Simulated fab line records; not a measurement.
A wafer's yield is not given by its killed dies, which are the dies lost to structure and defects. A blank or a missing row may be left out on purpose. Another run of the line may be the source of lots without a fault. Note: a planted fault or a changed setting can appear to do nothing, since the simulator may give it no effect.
The tool behind it: which one? -- flow sky130 -- 12 lots with 36 wafers sampled at 6 steps, on a route of 708 steps

WHAT EACH GAUGE READ, for each wafer
SKY_LDD_LDN_OVL_MEAS_07.
lot,measured,on,LDD_LDN_OVL (nm)
L566,day 22 12:42,overlay-02,1.6 1.4 2.7
L567,day 23 16:44,overlay-01,-3.2 -0.8 -1.3
L569,day 25 19:59,overlay-02,1.2 1.4 1.8
L570,day 25 20:55,overlay-01,0.8 -0.3 0.7
L571,day 26 09:16,overlay-01,-0.7 -0.3 0.4
L572,day 26 15:17,overlay-01,-0.8 1.5 0.6
L576,day 26 19:01,overlay-01,-0.5 -1.4 0.0
L581,day 29 00:28,overlay-01,0.9 0.7 0.7
L579,day 29 03:31,overlay-02,-2.4 -1.7 -0.2
L587,day 30 13:27,overlay-02,-1.0 -2.4 -2.2
L586,day 30 15:53,overlay-01,-2.1 -2.1 -1.6
L588,day 30 18:31,overlay-01,-0.9 1.5 2.4

SKY_SPACER_THK_MEAS_01.
lot,measured,on,SPACER_CVD_00_THK (nm)
L566,day 22 15:31,film metro-01,42.9 42.4 42.3
L567,day 23 18:47,film metro-01,42.2 42.6 42.4
L569,day 25 22:49,film metro-04,43.0 43.1 43.2
L570,day 26 00:01,film metro-01,42.9 43.0 43.4
L571,day 26 12:01,film metro-03,43.6 42.9 43.5
L572,day 26 17:20,film metro-04,43.3 43.4 42.9
L576,day 26 21:08,film metro-04,44.1 43.8 43.5
L581,day 29 03:26,film metro-04,42.4 42.8 42.4
L579,day 29 05:41,film metro-04,42.9 43.1 43.3
L587,day 30 15:31,film metro-01,30.1 29.7 30.0
L586,day 30 17:58,film metro-04,31.4 31.4 31.5
L588,day 30 21:33,film metro-03,30.9 31.1 31.1

SKY_POLY_CUT_OVL_MEAS_09.
lot,measured,on,POLY_CUT_OVL (nm)
L566,day 23 21:46,overlay-02,3 0 7
L567,day 25 00:45,overlay-01,0 5 6
L569,day 27 03:13,overlay-01,-9 -9 1
L570,day 27 04:40,overlay-01,8 2 8
L571,day 27 16:28,overlay-02,-3 -7 -3
L572,day 27 21:52,overlay-01,4 -7 2
L576,day 28 02:14,overlay-02,1 -2 5
L581,day 30 07:58,overlay-01,-2 6 -4
L579,day 30 09:37,overlay-01,6 4 3
L587,day 31 19:07,overlay-01,2 2 6
L586,day 31 22:05,overlay-02,8 11 7
L588,day 32 01:25,overlay-02,6 9 4

SKY_RES_XHIGH_TW_MEAS_09.
lot,measured,on,RES_XHIGH_TW
L566,day 26 07:59,film metro-01,1636 1638 1642
L567,day 27 10:58,film metro-02,1623 1614 1617
L569,day 29 11:55,film metro-01,1638 1626 1618
L570,day 29 14:08,film metro-02,1633 1639 1632
L571,day 30 01:14,film metro-03,1642 1634 1647
L572,day 30 06:28,film metro-01,1638 1638 1643
L576,day 30 10:40,film metro-02,1615 1624 1624
L581,day 32 14:37,film metro-03,1640 1645 1647
L579,day 32 16:57,film metro-01,1619 1622 1628
L587,day 34 00:45,film metro-01,1640 1650 1638
L586,day 34 04:24,film metro-03,1643 1638 1649
L588,day 34 08:13,film metro-01,1649 1640 1651

TOOL THAT RAN EACH LOT (tool first, then ch and the chambers of the sampled wafers, then the start)
lot,SKY_SPACER_CVD_00,SKY_SPACER_ETCHBACK_02
L566,"lpcvd-02 ch 0, day 22 14:19","rie diel-01 ch 0,2,3, day 22 15:34"
L567,"lpcvd-02 ch 0, day 23 17:35","rie diel-03 ch 0,2,3, day 23 18:50"
L569,"lpcvd-02 ch 1, day 25 21:37","rie diel-01 ch 1,3, day 25 22:52"
L570,"lpcvd-02 ch 0, day 25 22:49","rie diel-02 ch 1,2,3, day 26 00:05"
L571,"lpcvd-02 ch 0, day 26 10:49","rie diel-03 ch 1,2, day 26 12:05"
L572,"lpcvd-02 ch 1, day 26 16:08","rie diel-03 ch 1,2, day 26 17:23"
L576,"lpcvd-02 ch 0, day 26 19:54","rie diel-03 ch 1,2, day 26 21:10"
L581,"lpcvd-02 ch 0, day 29 02:13","rie diel-02 ch 0,1,3, day 29 03:29"
L579,"lpcvd-02 ch 1, day 29 04:29","rie diel-02 ch 1,2, day 29 05:44"
L587,"lpcvd-02 ch 0, day 30 14:17","rie diel-02 ch 0,1,3, day 30 15:34"
L586,"lpcvd-02 ch 0, day 30 16:44","rie diel-03 ch 0,1,2, day 30 18:00"
L588,"lpcvd-02 ch 0, day 30 20:21","rie diel-02 ch 0,1,2, day 30 21:37"
- SKY_SPACER_CVD_00: deposits Si3N4 from DCS/NH3, target thk 43.1 nm, time 740 s.
- SKY_SPACER_ETCHBACK_02: etches Si3N4 in CH3F/O2, stops on SiO2, time 46.7 s, target depth 45 nm.

WHAT THE TOOLS THEMSELVES READ (means of the sampled wafers that have a number; where no wafer has one, the mark that the record gives instead)
SKY_SPACER_ETCHBACK_02.
lot,tool,ch3f flow sccm (sccm),drypump motor current A (A),oes product au (a.u.),throttle valve pct (%)
L566,rie diel-01,40.03,5.7,0.851,10.563
L567,rie diel-03,40.18,5.8,0.854,10.558
L569,rie diel-01,39.87,5.6,0.853,10.563
L570,rie diel-02,39.96,5.7,0.854,10.562
L571,rie diel-03,39.95,5.4,0.860,10.564
L572,rie diel-03,39.92,5.4,0.858,10.566
L576,rie diel-03,40.14,5.4,0.861,10.571
L581,rie diel-02,40.12,5.4,0.847,10.560
L579,rie diel-02,39.92,5.3,0.854,10.557
L587,rie diel-02,39.93,5.4,0.710,10.546
L586,rie diel-03,40.03,5.4,0.723,10.557
L588,rie diel-02,40.01,5.2,0.724,10.546

THE ANSWER, worked out from the rows above alone
Rule: the usual values come from the lots themselves. Put in order of their means at a reading, lots are off if they are a third of the lots or fewer, leave a main group of 4 or more, and stand apart from it by a gap of 3 or more times the standard deviation of the main group's means; of several such gaps the widest counts. If all means in a main group match to the digits the tables above print for the reading, that group is not used. Also off: a lot with no number at a reading for which 4 or more lots have one. All remaining lots with rows at the step are treated as sound. First the gauges in route order, then the tools' own readings, where a lot's mean is used as printed above. At the first step where some lot is off, the reading lying furthest off is the one used; lots without a number count as furthest.
Off: at SKY_SPACER_THK_MEAS_01 (SPACER_CVD_00_THK), L587, L586, L588. The main group: mean 43.0 nm, standard deviation 0.42.
If a tool, at a process step before that reading, ran all the lots that are off and no sound lot after the first of them, it fits. The gauges at SKY_SPACER_THK_MEAS_01 aren't tried: what is off there is off at SKY_SPACER_ETCHBACK_02 too, on other tools, and a gauge's error can't cause that. One candidate fits, namely lpcvd-02 at SKY_SPACER_CVD_00. Its last sound lot is L579 (day 29 04:29), its first lot that is off L587 (day 30 14:17): a fault that began between those two fits.

WHAT THE SIMULATOR HAD PUT IN
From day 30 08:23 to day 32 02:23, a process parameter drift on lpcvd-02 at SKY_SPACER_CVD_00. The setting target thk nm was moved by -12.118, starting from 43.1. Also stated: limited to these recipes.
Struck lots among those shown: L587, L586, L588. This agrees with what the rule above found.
